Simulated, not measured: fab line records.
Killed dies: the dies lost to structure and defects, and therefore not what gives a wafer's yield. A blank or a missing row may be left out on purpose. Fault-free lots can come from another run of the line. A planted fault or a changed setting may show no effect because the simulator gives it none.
Chamber matching | flow sky130 | SKY_FIELD_ISO_ETCH_17 on rieSi-01: 4 sister chambers
The step etches Si in HBr/Cl2/O2, target depth 342 nm, time 97.7 s. 8 wafers are shown with their chamber, then 7 later ones without.

WAFERS PAIRED WITH THEIR CHAMBERS
wafer  | chamber | drypumpMotorCurrentA (A) | runLengthS (s)
L344.3 | 0       | 5.3                      | 126.0
L346.1 | 2       | 6.2                      | 126.0
L350.2 | 1       | 6.0                      | 126.8
L350.4 | 2       | 6.1                      | 126.2
L361.4 | 1       | 6.0                      | 126.6
L361.6 | 3       | 5.5                      | 125.9
L363.2 | 0       | 5.3                      | 126.0
L363.3 | 3       | 5.5                      | 125.1

WAFERS MISSING THEIR CHAMBER
wafer  | drypumpMotorCurrentA (A) | runLengthS (s)
L363.5 | 6.0                      | 126.6
L364.1 | 6.2                      | 125.8
L364.3 | 6.0                      | 127.3
L364.4 | 5.5                      | 125.6
L366.1 | 6.2                      | 126.2
L366.2 | 6.0                      | 126.5
L366.6 | 5.3                      | 126.0

CHAMBER TAKEN BY EACH
wafer  | from the rows above | in truth
L363.5 | 1                   | 1
L364.1 | 2                   | 2
L364.3 | 1                   | 1
L364.4 | 3                   | 3
L366.1 | 2                   | 2
L366.2 | 1                   | 1
L366.6 | 0                   | 0
Correctly placed: 7 of 7. Number that these rows cannot place: 0. Wrongly placed: 0.
How it was worked out, from the rows above alone: a wafer's distance from a chamber is the root of the sum, over the readings, of the square of ((its reading less the chamber's mean) divided by the reading's scatter). The wafer belongs to the nearest chamber; if the next one is less than 2 further off, it can't be placed. For every chamber, the mean is computed from those of its wafers that are shown. The scatter is the square root of a quotient: the sum, over the shown wafers, of each reading's squared deviation from its chamber's mean, divided by wafers minus chambers.
